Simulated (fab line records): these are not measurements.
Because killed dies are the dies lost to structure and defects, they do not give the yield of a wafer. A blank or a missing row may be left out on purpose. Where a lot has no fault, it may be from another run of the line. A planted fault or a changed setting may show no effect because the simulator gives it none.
Chamber matching    flow gf180mcu    GF_M5_ETCH_09 on rie-diel-04 has 4 sister chambers
The step etches Si3N4 in CF4/O2, target depth 52 nm, time 11.6 s. 8 wafers are shown with their chamber, then 10 later ones without.

== WAFERS WITH THEIR CHAMBER ==
wafer   chamber  drypump-motor-current-A (A)  oes-product-au (a.u.)
L078.4  1        5.6                          1.000
L086.1  3        6.3                          1.005
L086.2  0        6.0                          1.008
L086.4  1        5.6                          1.000
L086.5  3        6.3                          1.005
L086.6  2        6.6                          0.993
L091.1  2        6.5                          0.996
L091.2  0        6.0                          1.006

== WAFERS WHOSE CHAMBER IS MISSING ==
wafer   drypump-motor-current-A (A)  oes-product-au (a.u.)
L091.3  5.6                          0.995
L091.4  6.3                          1.005
L091.5  6.5                          1.000
L091.6  6.3                          1.000
L093.3  5.6                          0.993
L093.4  6.5                          0.999
L093.5  5.6                          0.999
L097.3  6.0                          1.005
L097.4  5.7                          0.992
L097.6  6.5                          0.994

== EACH ONE'S CHAMBER ==
wafer   from the rows above  in truth
L091.3  1                    1
L091.4  3                    3
L091.5  2                    2
L091.6  3                    3
L093.3  1                    1
L093.4  2                    2
L093.5  1                    1
L097.3  0                    0
L097.4  1                    1
L097.6  2                    2
Placed correctly: 10 of 10. Number that these rows cannot place: 0. Number placed wrongly: 0.
How it was worked out, from the rows above alone: a wafer's distance from a chamber is the root of the sum, over the readings, of the square of ((its reading less the chamber's mean) divided by the reading's scatter). If the next closest chamber is less than 2 further off than the closest, the wafer can't be placed; otherwise it belongs to the closest. Each chamber's mean is taken over the wafers shown for it. The scatter: take each reading less its chamber's mean, square it, sum over the shown wafers, divide by the number of wafers less the number of chambers, and take the root.
